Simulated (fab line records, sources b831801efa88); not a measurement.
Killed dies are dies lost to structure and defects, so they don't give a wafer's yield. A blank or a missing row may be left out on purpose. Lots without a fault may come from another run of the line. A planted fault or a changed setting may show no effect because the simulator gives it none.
Which tool did it? | flow sky130 | 13 lots, 38 wafers sampled, at 4 steps of a route of 708

WHAT THE GAUGES READ, wafer by wafer
SKY_METAL1_THK_MEAS_06: measures by xrf.
lot  | measured     | on            | METAL1_ALCU_THK (nm)
L343 | day 31 13:49 | film_metro-02 | 256.0 254.1 256.6
L345 | day 32 15:16 | film_metro-02 | 249.4 247.3 252.2
L346 | day 32 18:22 | film_metro-03 | 256.2 254.8 254.7
L347 | day 34 01:44 | film_metro-04 | 252.8 252.3 252.3
L348 | day 34 05:58 | film_metro-04 | 252.7 254.7
L351 | day 34 09:01 | film_metro-03 | 257.8 260.3 257.5
L352 | day 34 13:54 | film_metro-04 | 255.7 253.5 255.6
L356 | day 35 20:08 | film_metro-04 | 256.9 255.6 258.9
L358 | day 36 07:40 | film_metro-02 | 253.6 251.2 250.6
L361 | day 37 10:16 | film_metro-04 | 252.9 251.1 253.1
L362 | day 37 16:53 | film_metro-04 | 256.7 254.2 256.8
L364 | day 38 00:07 | film_metro-02 | 259.4 254.4 255.9
L366 | day 38 15:43 | film_metro-04 | 253.3 248.7 249.8

WHICH TOOL RAN EACH LOT (tool, then ch and the chambers of the sampled wafers, then the start)
lot  | SKY_LOCAL_INTERCONNECT_ETCH_13    | SKY_LOCAL_INTERCONNECT_STRIP_15      | SKY_CONTACT_CMP_27
L343 | rie_metal-03 ch 0,1, day 30 07:18 | plasma_asher-03 ch 0,1, day 30 07:25 | cmp-02 ch 0,2,3, day 31 13:16
L345 | rie_metal-02 ch 0,1, day 31 08:57 | plasma_asher-01 ch 0,1, day 31 09:04 | cmp-01 ch 0,1, day 32 14:42
L346 | rie_metal-01 ch 0,1, day 31 12:17 | plasma_asher-02 ch 0, day 31 12:25   | cmp-01 ch 2,3, day 32 17:48
L347 | rie_metal-02 ch 0,1, day 32 19:22 | plasma_asher-02 ch 0,1, day 32 19:29 | cmp-01 ch 1,3, day 34 01:10
L348 | rie_metal-02 ch 1, day 32 23:59   | plasma_asher-01 ch 0,1, day 33 00:07 | cmp-01 ch 0,3, day 34 05:24
L351 | rie_metal-02 ch 0,1, day 33 03:21 | plasma_asher-02 ch 0,1, day 33 03:28 | cmp-01 ch 0,1,2, day 34 08:31
L352 | rie_metal-03 ch 0,1, day 33 08:16 | plasma_asher-03 ch 0,1, day 33 08:23 | cmp-01 ch 2,3, day 34 13:19
L356 | rie_metal-02 ch 0,1, day 34 14:35 | plasma_asher-02 ch 0,1, day 34 14:43 | cmp-02 ch 0,3, day 35 19:34
L358 | rie_metal-03 ch 0,1, day 35 01:28 | plasma_asher-03 ch 0,1, day 35 01:35 | cmp-02 ch 0,1,3, day 36 07:11
L361 | rie_metal-03 ch 0,1, day 36 04:57 | plasma_asher-01 ch 0,1, day 36 05:04 | cmp-01 ch 0,2,3, day 37 09:42
L362 | rie_metal-03 ch 0,1, day 36 12:26 | plasma_asher-03 ch 0,1, day 36 12:33 | cmp-01 ch 0,1, day 37 16:22
L364 | rie_metal-02 ch 1, day 36 19:27   | plasma_asher-01 ch 0,1, day 36 19:41 | cmp-02 ch 0,1, day 37 23:34
L366 | rie_metal-02 ch 1, day 37 11:03   | plasma_asher-01 ch 0,1, day 37 11:17 | cmp-02 ch 0,1,3, day 38 15:16
- SKY_LOCAL_INTERCONNECT_ETCH_13: etches BARC in N2/H2, stops on SiO2, time 45.9 s, target depth 60 nm.
- SKY_LOCAL_INTERCONNECT_STRIP_15: strips in O2/N2.
- SKY_CONTACT_CMP_27: polishes, stops on SiO2, t overpolish 15 s, target thk 0 nm.

WHAT THE TOOLS THEMSELVES READ (means of the sampled wafers that have a number; where no wafer has one, the mark that the record gives instead)
SKY_LOCAL_INTERCONNECT_ETCH_13.
lot  | tool         | drypump_motor_current_A (A) | oes_product_au (a.u.) | throttle_valve_pct (%)
L343 | rie_metal-03 | 5.61                        | 0.853                 | 13.232
L345 | rie_metal-02 | 5.91                        | 0.850                 | 13.227
L346 | rie_metal-01 | 6.12                        | 0.851                 | 13.228
L347 | rie_metal-02 | 5.94                        | 0.857                 | 13.226
L348 | rie_metal-02 | 5.97                        | 0.860                 | 13.222
L351 | rie_metal-02 | 5.95                        | 0.857                 | 13.222
L352 | rie_metal-03 | 5.59                        | 0.854                 | 13.226
L356 | rie_metal-02 | 5.91                        | 0.854                 | 13.237
L358 | rie_metal-03 | 5.62                        | 0.854                 | 13.218
L361 | rie_metal-03 | 5.61                        | 0.855                 | 13.231
L362 | rie_metal-03 | 5.61                        | 0.854                 | 13.221
L364 | rie_metal-02 | 5.97                        | 0.855                 | 13.227
L366 | rie_metal-02 | 5.98                        | 0.859                 | 13.219

SKY_LOCAL_INTERCONNECT_STRIP_15.
lot  | tool            | drypump_motor_current_A (A) | oes_product_au (a.u.) | strip_time_to_endpoint_s (s)
L343 | plasma_asher-03 | 5.30                        | 0.426                 | 4.701
L345 | plasma_asher-01 | 5.29                        | 0.426                 | 4.698
L346 | plasma_asher-02 | 5.62                        | 0.427                 | 4.719
L347 | plasma_asher-02 | 5.31                        | 0.426                 | 4.707
L348 | plasma_asher-01 | 5.36                        | 0.423                 | 4.702
L351 | plasma_asher-02 | 5.47                        | 0.427                 | 4.698
L352 | plasma_asher-03 | 5.10                        | 0.426                 | 4.677
L356 | plasma_asher-02 | 5.32                        | 0.428                 | 4.711
L358 | plasma_asher-03 | 5.28                        | 0.422                 | 4.714
L361 | plasma_asher-01 | 5.28                        | 0.430                 | 4.728
L362 | plasma_asher-03 | 5.27                        | 0.430                 | 4.714
L364 | plasma_asher-01 | 5.28                        | 0.423                 | 4.690
L366 | plasma_asher-01 | 5.29                        | 0.423                 | 4.726

SKY_CONTACT_CMP_27.
lot  | tool   | motor_current_A (A) | overpolish_run_s (s) | time_to_endpoint_s (s)
L343 | cmp-02 | 11.7                | 14.995               | 82.7
L345 | cmp-01 | 11.2                | 14.999               | 78.5
L346 | cmp-01 | 11.5                | 15.004               | 82.3
L347 | cmp-01 | 10.2                | 15.005               | 80.5
L348 | cmp-01 | 11.1                | 14.997               | 62.8
L351 | cmp-01 | 11.5                | 14.998               | 65.8
L352 | cmp-01 | 10.9                | 14.999               | 65.1
L356 | cmp-02 | 11.7                | 15.003               | 83.5
L358 | cmp-02 | 11.4                | 14.992               | 81.8
L361 | cmp-01 | 10.8                | 15.012               | 77.8
L362 | cmp-01 | 11.3                | 14.990               | 79.2
L364 | cmp-02 | 11.7                | 14.995               | 81.4
L366 | cmp-02 | 11.2                | 15.000               | 76.5

THE ANSWER, worked out from the rows above alone
Rule: what is usual is taken from the lots themselves. Put in order of their means at a reading, lots are off if they are a third of the lots or fewer, leave a main group of 4 or more, and stand apart from it by a gap of 3 or more times the standard deviation of the main group's means; of several such gaps the widest counts. A main group whose means are all the same, to the digits that the tables above print for the reading, isn't used. A lot without any number at a reading at which 4 lots or more have one is off too. The other lots that the step has rows for count as sound. The gauges are gone through in route order, then the tools' own readings, and for those a lot's mean is taken as printed above. The first step at which some lot is off is used, and at that step the reading that is off furthest; a lot without a number counts as furthest.
Off: L348, L351, L352, at SKY_CONTACT_CMP_27 (time_to_endpoint_s). The main group: mean 80.4 s, standard deviation 2.2.
A tool fits if, at that step or a process step before it, it ran every lot that is off, and no sound lot after the first of them. None of those tried fits.

WHAT THE SIMULATOR HAD PUT IN
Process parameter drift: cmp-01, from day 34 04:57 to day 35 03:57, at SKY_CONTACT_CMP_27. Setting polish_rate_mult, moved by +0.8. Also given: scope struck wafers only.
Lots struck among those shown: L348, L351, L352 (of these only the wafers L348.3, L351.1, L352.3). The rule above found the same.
